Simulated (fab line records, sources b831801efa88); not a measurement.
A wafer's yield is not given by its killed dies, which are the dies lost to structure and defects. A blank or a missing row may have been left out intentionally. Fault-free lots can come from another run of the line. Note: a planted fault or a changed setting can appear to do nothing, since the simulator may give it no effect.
One fault seen from 2 desks    flow gf180mcu    each desk holds nothing but its own numbers, with what lay behind them at the end

## TOOL OWNER'S DESK, pvd sputter-03
The tool's own readings at GF_M3_SPUTTER_03 (material Ti, target thk 10 nm, time 6.7 s): means of the sampled wafers that have a number, for each lot that ran on this tool. The brackets show how far a lot's mean lies from the usual mean; more than 4 standard deviations puts the lot out of limits, marked OUT.
Columns: A = throttle valve pct at GF_M3_SPUTTER_03, usual 30.5 %
lot   first seen here  A
L201  day 20 12:31     29.8
L203  day 21 08:43     31.1
L211  day 24 07:49     30.9
L212  day 24 18:10     30.3
L223  day 28 00:22     30.5
This desk's finding: nothing out of limits on any of the 5 lots.

## METROLOGY DESK
Means of the sampled wafers that have a number, per lot and without regard to the tool the lot ran on: this is what the gauges read. The brackets show how far a lot's mean lies from the usual mean; more than 4 standard deviations puts the lot out of limits, marked OUT.
Columns: A = TOP_METAL_ALCU_THK at GF_TOP_METAL_THK_MEAS_06, usual 895 nm
lot   first seen here  A
L201  day 27 11:23     910
L202  day 27 17:30     886
L203  day 28 04:31     873
L204  day 28 10:16     897
L211  day 30 16:21     900
L212  day 31 01:14     889
L213  day 31 03:11     901
L217  day 32 08:27     883
L218  day 32 12:29     904
L220  day 33 00:45     894
L221  day 33 04:09     913
L223  day 33 16:25     904
L224  day 33 22:14     917
This desk's finding: nothing out of limits on any of the 13 lots.

## BROUGHT TOGETHER
Nothing out of limits was seen by the tool owner's desk.
Metrology desk: nothing out of limits seen.

## WHAT WAS PUT IN BY THE SIMULATOR
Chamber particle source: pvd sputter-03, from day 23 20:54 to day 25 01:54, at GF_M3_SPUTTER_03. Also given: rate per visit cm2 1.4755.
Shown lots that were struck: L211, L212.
